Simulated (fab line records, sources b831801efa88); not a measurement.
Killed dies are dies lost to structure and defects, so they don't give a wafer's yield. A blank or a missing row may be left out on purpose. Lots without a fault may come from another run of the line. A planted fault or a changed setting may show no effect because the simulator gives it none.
Chamber matching | flow sfq_line | SFQ_TRILAYER_I6_CMP_CMP_166 on cmp-02: 4 sister chambers
The step polishes SiO2. 8 wafers are shown with their chamber, then 9 later ones without.

WAFERS WITH THEIR CHAMBER
wafer  | chamber | motor_current_A (A) | platen_rpm (rpm)
L686.6 | 0       | 10.1                | 60.00
L699.2 | 0       | 9.4                 | 60.02
L700.6 | 3       | 11.3                | 59.97
L703.1 | 3       | 12.0                | 59.96
L703.5 | 1       | 9.6                 | 59.99
L704.2 | 1       | 10.3                | 59.96
L704.4 | 2       | 9.5                 | 60.01
L704.6 | 2       | 9.0                 | 59.96

WAFERS WITHOUT THEIR CHAMBER
wafer  | motor_current_A (A) | platen_rpm (rpm)
L705.1 | 8.9                 | 59.97
L705.2 | 11.7                | 59.99
L705.5 | 9.6                 | 59.99
L706.1 | 9.8                 | 59.94
L706.2 | 9.5                 | 59.99
L706.5 | 9.3                 | 60.05
L709.2 | 9.1                 | 59.98
L709.4 | 10.1                | 60.00
L709.5 | 10.1                | 59.99

WHICH CHAMBER EACH WENT THROUGH
wafer  | from the rows above          | in truth
L705.1 | can't be placed: 2 or 1 or 0 | 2
L705.2 | 3                            | 3
L705.5 | can't be placed: 2 or 0 or 1 | 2
L706.1 | can't be placed: 1 or 2 or 0 | 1
L706.2 | can't be placed: 2 or 0 or 1 | 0
L706.5 | can't be placed: 0 or 2 or 1 | 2
L709.2 | can't be placed: 2 or 1 or 0 | 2
L709.4 | can't be placed: 0 or 1 or 2 | 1
L709.5 | can't be placed: 1 or 0 or 2 | 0
Placed correctly: 1 of 9. Can't be placed from these rows: 8 (the true chamber is among the candidates in 8). Placed wrongly: 0.
How it was worked out, from the rows above alone: a wafer's distance from a chamber is the root of the sum, over the readings, of the square of ((its reading less the chamber's mean) divided by the reading's scatter). The wafer belongs to the nearest chamber; if the next one is less than 2 further off, it can't be placed. A chamber's mean is the mean of its shown wafers. The scatter: the root of (the sum of the squares of (reading less its chamber's mean) over the shown wafers, divided by (wafers less chambers)).
